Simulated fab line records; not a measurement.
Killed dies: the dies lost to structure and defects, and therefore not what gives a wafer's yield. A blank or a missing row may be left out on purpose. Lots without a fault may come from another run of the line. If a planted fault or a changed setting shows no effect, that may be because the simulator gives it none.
Which of the tools did it? -- flow sfq_line -- Sampling: 14 lots, 39 wafers, 5 of 325 route steps

== WHAT THE GAUGES READ, wafer by wafer ==
SFQ_R5_RS_MEAS_933: a four-point-probe measurement. Usual: R5_MONX_RS typically reads 7.05 ohm/sq, with standard deviation 0.061.
lot,measured,on,R5_MONX_RS (ohm/sq),flag
L569,day 58 11:11,film_metro-02,7.02 6.93 7.01,
L571,day 58 17:56,film_metro-02,7.14 7.09 7.09,
L573,day 62 01:29,film_metro-02,7.03 6.98 6.94,
L574,day 62 07:29,film_metro-02,7.11 7.12 7.12,
L576,day 63 01:33,film_metro-02,7.11 7.07 7.09,
L577,day 63 04:29,film_metro-03,7.11 7.07 7.08,
L578,day 63 07:31,film_metro-03,7.08 7.07 7.05,
L581,day 63 19:32,film_metro-02,7.16 7.14 7.14,
L585,day 65 06:03,film_metro-02,6.93 6.95 6.99,
L586,day 65 16:17,film_metro-03,7.02 6.96 6.97,
L587,day 66 00:15,film_metro-03,7.03 7.08,
L588,day 66 03:16,film_metro-03,6.98,
L589,day 66 04:17,film_metro-03,7.06 7.06 7.02,
L590,day 66 07:20,film_metro-01,7.06 7.08 7.12,

SFQ_C5_OVL_MEAS_937. Usual: C5_OVL typically reads -2 nm, with standard deviation 5.1.
lot,measured,on,C5_OVL (nm),flag
L569,day 59 01:10,overlay-01,-6 2 -2,
L571,day 59 05:37,overlay-01,-4 -3 -6,
L573,day 68 16:12,overlay-01,8 7 5,
L574,day 68 19:31,overlay-02,-6 -9 -1,
L576,day 69 09:46,overlay-02,9 6 8,
L577,day 69 14:33,overlay-02,-5 -14 -7,
L578,day 69 20:33,overlay-02,-5 -2 1,
L581,day 70 12:09,overlay-02,-1 3 -4,
L585,day 71 20:22,overlay-02,0 2 -1,
L586,day 71 21:33,overlay-02,2 2 -4,
L587,day 72 02:21,overlay-02,-1 -3,
L588,day 72 03:34,overlay-02,1,
L589,day 72 05:57,overlay-02,3 7 5,
L590,day 72 07:10,overlay-02,-1 0 -2,

SFQ_M6_RS_MEAS_938: a four-point-probe measurement. Usual: M6_NB_RS typically reads 0.887 ohm/sq, with standard deviation 0.008.
lot,measured,on,M6_NB_RS (ohm/sq),flag
L569,day 59 02:11,film_metro-03,0.887 0.891 0.890,
L571,day 59 07:14,film_metro-04,0.872 0.880 0.882,
L573,day 68 17:13,film_metro-04,0.867 0.868 0.872,
L574,day 68 20:32,film_metro-04,0.886 0.888 0.893,
L576,day 69 11:00,film_metro-04,0.893 0.895 0.896,
L577,day 69 15:44,film_metro-03,0.884 0.889 0.882,
L578,day 69 21:35,film_metro-03,0.893 0.901 0.899,
L581,day 70 13:11,film_metro-01,0.897 0.902 0.892,
L585,day 71 21:26,film_metro-04,0.891 0.738 0.739,OFF
L586,day 71 22:34,film_metro-04,0.890 0.887 0.889,
L587,day 72 03:23,film_metro-01,0.895 0.740,OFF
L588,day 72 04:37,film_metro-04,0.884,
L589,day 72 06:58,film_metro-04,0.881 0.877 0.873,
L590,day 72 08:14,film_metro-03,0.882 0.890 0.881,

== TOOL THAT RAN EACH LOT (tool first, then ch and the chambers of the sampled wafers, then the start) ==
lot,SFQ_TRILAYER_R5_STRIP_STRIP_140,SFQ_TRILAYER_M6_DEP_SPUTTER_157
L569,"rie_metal-03 ch 0,1, day 58 14:32","pvd_sputter-05, day 59 02:06"
L571,"rie_metal-03 ch 0,1, day 58 21:44","pvd_sputter-03, day 59 07:09"
L573,"rie_metal-03 ch 0,1, day 66 10:51","pvd_sputter-04, day 68 17:07"
L574,"rie_metal-04 ch 0,1, day 66 18:03","pvd_sputter-05, day 68 20:27"
L576,"rie_metal-01 ch 0,1, day 67 15:59","pvd_sputter-05, day 69 10:51"
L577,"rie_metal-01 ch 0,1, day 67 20:35","pvd_sputter-04, day 69 15:39"
L578,"rie_metal-01 ch 0,1, day 68 00:11","pvd_sputter-03, day 69 21:28"
L581,"rie_metal-01 ch 0,1, day 68 12:11","pvd_sputter-04, day 70 13:04"
L585,"rie_metal-04 ch 0,1, day 69 23:11","pvd_sputter-05, day 71 21:16"
L586,"rie_metal-04 ch 0,1, day 70 03:47","pvd_sputter-03, day 71 22:28"
L587,"rie_metal-03 ch 1, day 70 14:29","pvd_sputter-05, day 72 03:16"
L588,"rie_metal-04 ch 0, day 70 17:05","pvd_sputter-05, day 72 04:28"
L589,"rie_metal-04 ch 0,1, day 70 19:17","pvd_sputter-04, day 72 06:52"
L590,"rie_metal-04 ch 0,1, day 70 21:53","pvd_sputter-03, day 72 08:04"
- SFQ_TRILAYER_R5_STRIP_STRIP_140: strips in O2.
- SFQ_TRILAYER_M6_DEP_SPUTTER_157: material Nb, target thk 200 nm, time 133.3 s.

== AS READ BY THE TOOLS THEMSELVES (means over the sampled wafers that have a number; for cases with no such wafer, the mark the record gives instead) ==
SFQ_TRILAYER_R5_STRIP_STRIP_140. Usual: chamber_pressure_mTorr 50.00 mTorr, standard deviation 0.05; drypump_motor_current_A 5.6 A, standard deviation 0.41; oes_product_au 1.001 a.u., standard deviation 0.0091; platen_temp_c 40.01 C, standard deviation 0.13.
lot,tool,chamber_pressure_mTorr (mTorr),drypump_motor_current_A (A),oes_product_au (a.u.),platen_temp_c (C),flag
L569,rie_metal-03,50.00,5.6,0.993,40.11,
L571,rie_metal-03,50.02,5.3,0.995,40.03,
L573,rie_metal-03,50.02,5.7,1.002,40.00,
L574,rie_metal-04,50.03,5.6,1.006,40.11,
L576,rie_metal-01,49.99,5.5,0.996,40.06,
L577,rie_metal-01,49.94,5.4,1.001,40.04,
L578,rie_metal-01,49.95,5.4,0.990,40.05,
L581,rie_metal-01,50.03,5.5,0.995,40.12,
L585,rie_metal-04,50.01,5.6,1.012,40.02,
L586,rie_metal-04,50.01,5.6,1.006,39.96,
L587,rie_metal-03,50.05,5.0,0.996,39.96,
L588,rie_metal-04,49.98,6.2,1.002,39.84,
L589,rie_metal-04,50.04,5.9,0.997,39.91,
L590,rie_metal-04,50.00,5.9,0.999,39.97,

SFQ_TRILAYER_M6_DEP_SPUTTER_157. Usual: throttle_valve_pct reads 30.0 % (standard deviation 1.1).
lot,tool,throttle_valve_pct (%),flag
L569,pvd_sputter-05,31.0,
L571,pvd_sputter-03,30.2,
L573,pvd_sputter-04,29.2,
L574,pvd_sputter-05,29.4,
L576,pvd_sputter-05,30.5,
L577,pvd_sputter-04,29.1,
L578,pvd_sputter-03,29.2,
L581,pvd_sputter-04,29.5,
L585,pvd_sputter-05,31.5,
L586,pvd_sputter-03,30.8,
L587,pvd_sputter-05,28.3,
L588,pvd_sputter-05,31.5,
L589,pvd_sputter-04,29.7,
L590,pvd_sputter-03,29.1,

== THE ANSWER, worked out from the rows above alone ==
Rule: a lot is off if the mean of its wafers that have a number lies more than 3 standard deviations from the usual mean. A lot without any number at a reading at which 4 lots or more have one is off too. The other lots that the step has rows for count as sound. Order of review: gauges by route order, followed by the tools' own readings, for which a lot's mean as printed above is used. The first step at which some lot is off is used, and at that step the reading that is off furthest; a lot without a number counts as furthest.
Off: L585, L587, at SFQ_M6_RS_MEAS_938 (M6_NB_RS).
A tool fits if, at a process step before that reading, it ran every lot that is off, and no sound lot after the first of them. Gauges at SFQ_M6_RS_MEAS_938: tried the same way as those tools. No candidate that was tried fits.

== WHAT THE SIMULATOR HAD INSERTED ==
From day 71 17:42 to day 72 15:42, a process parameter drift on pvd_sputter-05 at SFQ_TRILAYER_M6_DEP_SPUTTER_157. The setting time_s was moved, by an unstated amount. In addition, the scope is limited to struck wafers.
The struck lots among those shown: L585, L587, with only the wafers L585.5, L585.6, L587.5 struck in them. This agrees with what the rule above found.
